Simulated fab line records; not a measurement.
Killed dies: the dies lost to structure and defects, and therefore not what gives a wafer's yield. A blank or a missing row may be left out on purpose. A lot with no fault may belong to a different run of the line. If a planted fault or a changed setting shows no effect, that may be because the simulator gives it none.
The tool behind it: which one?    flow gf180mcu    41 wafers sampled from 14 lots at 1 step of a route of 602

## WHAT THE GAUGES SHOWED, per wafer
GF_HV_LDD_TW_MEAS_38. Usual: HV_LDD_3_TW gives 1431 (standard deviation 19).
lot   measured      on             HV_LDD_3_TW     flag
L761  day 11 12:54  film-metro-04  1440 1437       
L762  day 11 17:58  film-metro-01  1452 1456 1454  
L771  day 14 23:03  film-metro-03  1410 1413 1399  
L772  day 15 07:41  film-metro-03  1412 1419 1408  
L773  day 15 17:40  film-metro-01  1441 1446 1447  
L774  day 15 19:22  film-metro-03  1412 1404 1418  
L775  day 16 03:16  film-metro-03  1412 1407 1401  
L776  day 16 11:04  film-metro-01  1451 1444 1447  
L779  day 17 05:01  film-metro-03  1410 1410 1406  
L780  day 17 19:13  film-metro-03  1411 1415 1400  
L781  day 18 03:43  film-metro-04  1436 1428 1428  
L782  day 18 18:01  film-metro-04  1438 1429 1432  
L783  day 19 05:03  film-metro-01  1446 1452 1443  
L784  day 19 05:27  film-metro-03  1412 1414 1414  

## EACH LOT AND THE TOOL THAT RAN IT (in order: tool; ch and the chambers of the sampled wafers; start)
Before these readings, the record contains no process step.

## AS READ BY THE TOOLS THEMSELVES (means over the sampled wafers that have a number; for cases with no such wafer, the mark the record gives instead)
The record holds no such reading with a usual standard deviation.

## THE ANSWER, worked out from the rows above alone
Rule: take the mean of a lot's wafers that have a number; if it is more than 3 standard deviations from the usual mean, the lot is off. Also off: a lot with no number at a reading for which 4 or more lots have one. All remaining lots with rows at the step are treated as sound. Order of review: gauges by route order, followed by the tools' own readings, for which a lot's mean as printed above is used. The first step at which some lot is off is used, and at that step the reading that is off furthest; a lot without a number counts as furthest.
No lot is off on any of the readings shown, so nothing can be concluded from this.

## WHAT THE SIMULATOR HAD INSERTED
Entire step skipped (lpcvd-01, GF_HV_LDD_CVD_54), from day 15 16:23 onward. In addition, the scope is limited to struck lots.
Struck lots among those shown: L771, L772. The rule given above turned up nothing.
